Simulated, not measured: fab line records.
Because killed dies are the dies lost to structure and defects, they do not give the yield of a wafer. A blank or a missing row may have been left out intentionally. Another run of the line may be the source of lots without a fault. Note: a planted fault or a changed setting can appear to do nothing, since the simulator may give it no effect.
Which tool was responsible?	flow sky130	36 wafers from 12 lots sampled at 5 of the route's 708 steps

## WHAT EACH GAUGE READ, for each wafer
SKY_VIA1_CD_MEAS_12 targets a cd of 150 nm. Usual: 149.6 nm for cd nm, sd 1.7.
lot	measured	on	cd nm (nm)	flag
L953	day 34 06:20	cd sem-01	152.2 153.1 150.9	
L954	day 34 11:19	cd sem-02	149.3 148.2 152.0	
L956	day 35 20:38	cd sem-01	148.2 148.4 149.6	
L958	day 36 12:11	cd sem-02	151.5 148.7 149.8	
L957	day 36 16:08	cd sem-02	149.8 150.6 149.6	
L964	day 38 04:44	cd sem-01	149.9 149.0 151.0	
L965	day 38 11:50	cd sem-01	149.6 149.6 147.4	
L966	day 38 15:04	cd sem-02	148.5 149.3 149.2	
L967	day 38 22:05	cd sem-01	148.8 150.8 151.6	
L968	day 39 08:38	cd sem-01	150.7 149.8 148.8	
L970	day 39 20:01	cd sem-01	150.6 152.8 152.5	
L975	day 40 21:01	cd sem-01	150.5 150.7 151.3	

SKY_VIA2_THK_MEAS_01. Usual: VIA2_HDPCVD_THK typically reads 1175 nm, with standard deviation 11.
lot	measured	on	VIA2_HDPCVD_THK (nm)	flag
L953	day 35 11:25	film metro-03	1200 1193 1191	
L954	day 35 17:22	film metro-04	1195 1181 1177	
L956	day 37 00:58	film metro-04	1166 1157 1164	
L958	day 37 16:11	film metro-03	1172 1189 1169	
L957	day 37 20:44	film metro-03	1176 1168 1176	
L964	day 39 09:18	film metro-03	1158 1179 1171	
L965	day 39 15:58	film metro-04	2387 2372 2369	OFF
L966	day 39 19:04	film metro-01	2348 2342 2360	OFF
L967	day 40 01:48	film metro-01	1165 1171 1170	
L968	day 40 12:01	film metro-03	1159 1171 1165	
L970	day 41 06:28	film metro-01	1175 1164 1160	
L975	day 41 22:22	film metro-04	1174 1162 1158	

## TOOL THAT RAN EACH LOT (tool first, then ch and the chambers of the sampled wafers, then the start)
lot	SKY_VIA1_CVD_21	SKY_METAL2_SPUTTER_00	SKY_VIA2_HDPCVD_00
L953	cvd w-01 ch 0,1, day 34 07:13	pvd sputter-04, day 34 07:47	hdpcvd-01 ch 0,2, day 35 11:16
L954	cvd w-02 ch 0,1, day 34 12:14	pvd sputter-01, day 34 12:48	hdpcvd-01 ch 1,2, day 35 17:11
L956	cvd w-01 ch 0,1, day 35 21:31	pvd sputter-01, day 35 22:03	hdpcvd-02 ch 0,1,2, day 37 00:52
L958	cvd w-01 ch 0, day 36 13:04	pvd sputter-04, day 36 13:39	hdpcvd-01 ch 0,1,2, day 37 16:04
L957	cvd w-02 ch 0,1, day 36 17:01	pvd sputter-01, day 36 17:36	hdpcvd-01 ch 0,2, day 37 20:37
L964	cvd w-01 ch 1, day 38 05:38	pvd sputter-04, day 38 06:12	hdpcvd-02 ch 1,2, day 39 09:10
L965	cvd w-01 ch 0,1, day 38 12:44	pvd sputter-02, day 38 13:19	hdpcvd-02 ch 1,2, day 39 15:32
L966	cvd w-02 ch 0,1, day 38 15:58	pvd sputter-02, day 38 16:32	hdpcvd-01 ch 0,2, day 39 18:25
L967	cvd w-02 ch 0,1, day 38 22:59	pvd sputter-04, day 38 23:34	hdpcvd-01 ch 0,2, day 40 01:37
L968	cvd w-02 ch 0,1, day 39 09:31	pvd sputter-04, day 39 10:16	hdpcvd-02 ch 0,1, day 40 11:53
L970	cvd w-01 ch 0,1, day 39 20:56	pvd sputter-02, day 39 21:31	hdpcvd-02 ch 1,2, day 41 06:20
L975	cvd w-02 ch 0,1, day 40 21:56	pvd sputter-04, day 40 22:29	hdpcvd-02 ch 1,2, day 41 22:13
- SKY_VIA1_CVD_21: deposits W, target thk 270 nm, time 80.902 s.
- SKY_METAL2_SPUTTER_00: material Ti, target thk 15 nm, time 10 s.
- SKY_VIA2_HDPCVD_00: deposits SiO2, target thk 1180 nm, time 196.7 s.

## WHAT THE TOOLS THEMSELVES READ (means of the sampled wafers that have a number; where no wafer has one, the mark that the record gives instead)
SKY_VIA1_CVD_21. Usual: 869 W for heater power w, sd 170.
lot	tool	heater power w (W)	flag
L953	cvd w-01	1015	
L954	cvd w-02	833	
L956	cvd w-01	1009	
L958	cvd w-01	698	
L957	cvd w-02	827	
L964	cvd w-01	1194	
L965	cvd w-01	864	
L966	cvd w-02	797	
L967	cvd w-02	812	
L968	cvd w-02	826	
L970	cvd w-01	826	
L975	cvd w-02	829	

SKY_METAL2_SPUTTER_00. Usual: chamber pressure pa 0.3999 Pa, standard deviation 0.0008; throttle valve pct 30.2 %, standard deviation 0.71.
lot	tool	chamber pressure pa (Pa)	throttle valve pct (%)	flag
L953	pvd sputter-04	0.3991	30.0	
L954	pvd sputter-01	0.4000	31.1	
L956	pvd sputter-01	0.3998	30.0	
L958	pvd sputter-04	0.3998	29.8	
L957	pvd sputter-01	0.4003	30.1	
L964	pvd sputter-04	0.3998	29.8	
L965	pvd sputter-02	0.4001	30.2	
L966	pvd sputter-02	0.4005	29.5	
L967	pvd sputter-04	0.3997	30.1	
L968	pvd sputter-04	0.3995	30.3	
L970	pvd sputter-02	0.3997	29.6	
L975	pvd sputter-04	0.4002	30.5	

## THE ANSWER, worked out from the rows above alone
Rule: a lot is off if the mean of its wafers that have a number lies more than 3 standard deviations from the usual mean. A lot without any number at a reading at which 4 lots or more have one is off too. Where the step has rows for the other lots, those lots are counted as sound. After the gauges, taken in route order, come the tools' own readings; for these a lot's mean is taken, as printed above. At the first step where some lot is off, the reading lying furthest off is the one used; lots without a number count as furthest.
Off: L965, L966, seen at SKY_VIA2_THK_MEAS_01 (VIA2_HDPCVD_THK).
If a tool, at a process step before that reading, ran all the lots that are off and no sound lot after the first of them, it fits. Gauges at SKY_VIA2_THK_MEAS_01: tried the same way as those tools. Not one of the candidates tried fits.

## WHAT THE SIMULATOR HAD INSERTED
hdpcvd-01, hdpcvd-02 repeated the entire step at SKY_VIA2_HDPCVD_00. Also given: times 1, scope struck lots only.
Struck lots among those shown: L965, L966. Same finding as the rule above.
